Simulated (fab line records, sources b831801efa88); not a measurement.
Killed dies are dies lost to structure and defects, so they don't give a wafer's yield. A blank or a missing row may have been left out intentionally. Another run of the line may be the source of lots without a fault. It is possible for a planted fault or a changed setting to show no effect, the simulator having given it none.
Which of the tools did it? ; flow gf180mcu ; 12 lots with 36 wafers sampled at 5 steps, on a route of 602 steps

## WHAT EACH GAUGE READ, for each wafer
GF_DNWELL_TW_MEAS_09. Usual: for DNWELL_TW the level is 1347 and the standard deviation is 11.
lot;measured;on;DNWELL_TW;flag
L923;day 3 05:11;filmMetro-03;1357 1361 1353;
L926;day 3 22:45;filmMetro-01;30 30 31 30 30 30;OFF
L930;day 4 18:47;filmMetro-04;1355 1349 1360;
L931;day 5 04:28;filmMetro-03;1362 1360 1353;
L932;day 5 07:24;filmMetro-01;1340 1339 1329;
L933;day 5 11:51;filmMetro-01;1336 1332 1340;
L935;day 5 20:59;filmMetro-01;1347 1335 1340;
L936;day 6 03:06;filmMetro-04;1340 1341 1345;
L937;day 6 07:28;filmMetro-01;1350 1345 1348;
L938;day 6 13:19;filmMetro-01;1335 1338 1340;
L939;day 6 18:12;filmMetro-01;1338 1336 1336;
L940;day 7 00:50;filmMetro-03;1353 1356 1354;

GF_V2_BOW_MEAS_05. Usual: for V2_BOW the level is 100 um and the standard deviation is 8.4.
lot;measured;on;V2_BOW (um);flag
L923;day 19 22:20;filmMetro-03;100 100 105;
L930;day 22 15:53;filmMetro-02;101 105 109;
L931;day 23 10:05;filmMetro-04;104 95 99;
L932;day 23 13:48;filmMetro-03;98 105 113;
L933;day 23 16:56;filmMetro-03;90 103 101;
L935;day 24 08:28;filmMetro-04;88 101 96;
L936;day 24 17:08;filmMetro-04;107 105 105;
L937;day 24 21:30;filmMetro-04;91 76 103;
L938;day 25 03:05;filmMetro-02;118 120 105;
L939;day 25 13:41;filmMetro-03;104 105 109;
L940;day 26 00:47;filmMetro-04;119 107 99;

GF_V2_OVL_MEAS_15. Usual: for V2_OVL the level is -1 nm and the standard deviation is 5.9.
lot;measured;on;V2_OVL (nm);flag
L923;day 20 22:13;overlay-01;9 -3 5;
L930;day 23 14:22;overlay-02;-7 -2 6;
L931;day 24 08:47;overlay-01;1 -5 0;
L932;day 24 11:52;overlay-01;7 -6 0;
L933;day 24 15:25;overlay-01;1 -7 6;
L935;day 25 06:07;overlay-02;-7 -8 -3;
L936;day 25 15:34;overlay-02;4 2 1;
L937;day 25 18:22;overlay-02;-5 -1 -2;
L938;day 26 00:51;overlay-02;4 -3 9;
L939;day 26 10:58;overlay-02;4 0 0;
L940;day 26 21:01;overlay-01;-11 2 -9;

## EACH LOT AND THE TOOL THAT RAN IT (in order: tool; ch and the chambers of the sampled wafers; start)
lot;GF_DNWELL_EXPOSE_04;GF_CONTACT_STRIP_18
L923;ilineStepper-01 ch 0, day 2 22:25;plasmaAsher-03 ch 1, day 16 18:31
L926;ilineStepper-01 ch 0, day 3 16:23;-
L930;ilineStepper-02 ch 0, day 4 11:59;plasmaAsher-03 ch 0,1, day 19 10:25
L931;ilineStepper-02 ch 0, day 4 20:59;plasmaAsher-03 ch 0,1, day 20 03:53
L932;ilineStepper-01 ch 0, day 5 00:11;plasmaAsher-01 ch 0,1, day 20 09:20
L933;ilineStepper-01 ch 0, day 5 04:56;plasmaAsher-01 ch 0,1, day 20 13:31
L935;ilineStepper-02 ch 0, day 5 13:25;plasmaAsher-03 ch 0, day 21 05:04
L936;ilineStepper-02 ch 0, day 5 19:25;plasmaAsher-01 ch 0,1, day 21 14:51
L937;ilineStepper-02 ch 0, day 5 23:41;plasmaAsher-03 ch 0,1, day 21 20:58
L938;ilineStepper-01 ch 0, day 6 05:11;plasmaAsher-03 ch 0, day 22 03:39
L939;ilineStepper-01 ch 0, day 6 10:25;plasmaAsher-02 ch 0,1, day 22 14:25
L940;ilineStepper-01 ch 0, day 6 17:46;plasmaAsher-01 ch 0,1, day 23 01:34
- GF_DNWELL_EXPOSE_04: exposes mask DNWELL, target cd 1700 nm.
- GF_CONTACT_STRIP_18: strips in O2/N2.

## WHAT THE TOOLS THEMSELVES READ (means of the sampled wafers that have a number; where no wafer has one, the mark that the record gives instead)
GF_DNWELL_EXPOSE_04. Usual: stageVelMmS 500.04 mm/s, standard deviation 0.26.
lot;tool;stageVelMmS (mm/s);flag
L923;ilineStepper-01;499.92;
L926;ilineStepper-01;500.21;
L930;ilineStepper-02;499.85;
L931;ilineStepper-02;500.10;
L932;ilineStepper-01;499.72;
L933;ilineStepper-01;500.05;
L935;ilineStepper-02;500.48;
L936;ilineStepper-02;499.94;
L937;ilineStepper-02;499.81;
L938;ilineStepper-01;500.00;
L939;ilineStepper-01;500.06;
L940;ilineStepper-01;499.94;

GF_CONTACT_STRIP_18. Usual: chamberPressureMTorr 1500.2 mTorr, standard deviation 1.3; drypumpMotorCurrentA 5.93 A, standard deviation 0.18; heaterPowerW 334 W, standard deviation 17; oesProductAu 0.580 a.u., standard deviation 0.0046.
lot;tool;chamberPressureMTorr (mTorr);drypumpMotorCurrentA (A);heaterPowerW (W);oesProductAu (a.u.);flag
L923;plasmaAsher-03;1500.1;6.18;343;0.586;
L930;plasmaAsher-03;1499.7;6.05;326;0.578;
L931;plasmaAsher-03;1500.2;6.07;330;0.582;
L932;plasmaAsher-01;1500.3;5.92;347;0.578;
L933;plasmaAsher-01;1500.3;5.95;348;0.582;
L935;plasmaAsher-03;1499.4;5.86;326;0.579;
L936;plasmaAsher-01;1500.8;5.92;346;0.581;
L937;plasmaAsher-03;1500.5;5.96;326;0.582;
L938;plasmaAsher-03;1500.0;5.85;324;0.581;
L939;plasmaAsher-02;1499.4;5.91;325;0.582;
L940;plasmaAsher-01;1498.6;5.86;338;0.581;

## THE ANSWER, worked out from the rows above alone
Rule: lot off if the mean of its wafers having a number is beyond 3 standard deviations from the usual mean. A lot without any number at a reading at which 4 lots or more have one is off too. All remaining lots with rows at the step are treated as sound. The gauges are gone through in route order, then the tools' own readings, and for those a lot's mean is taken as printed above. The first step at which some lot is off is used, and at that step the reading that is off furthest; a lot without a number counts as furthest.
Off: at GF_DNWELL_TW_MEAS_09 (DNWELL_TW), L926.
A tool fits if, at a process step before that reading, it ran every lot that is off, and no sound lot after the first of them. Gauges at GF_DNWELL_TW_MEAS_09: tried the same way as those tools. No candidate that was tried fits.

## WHAT HAD BEEN PUT IN BY THE SIMULATOR
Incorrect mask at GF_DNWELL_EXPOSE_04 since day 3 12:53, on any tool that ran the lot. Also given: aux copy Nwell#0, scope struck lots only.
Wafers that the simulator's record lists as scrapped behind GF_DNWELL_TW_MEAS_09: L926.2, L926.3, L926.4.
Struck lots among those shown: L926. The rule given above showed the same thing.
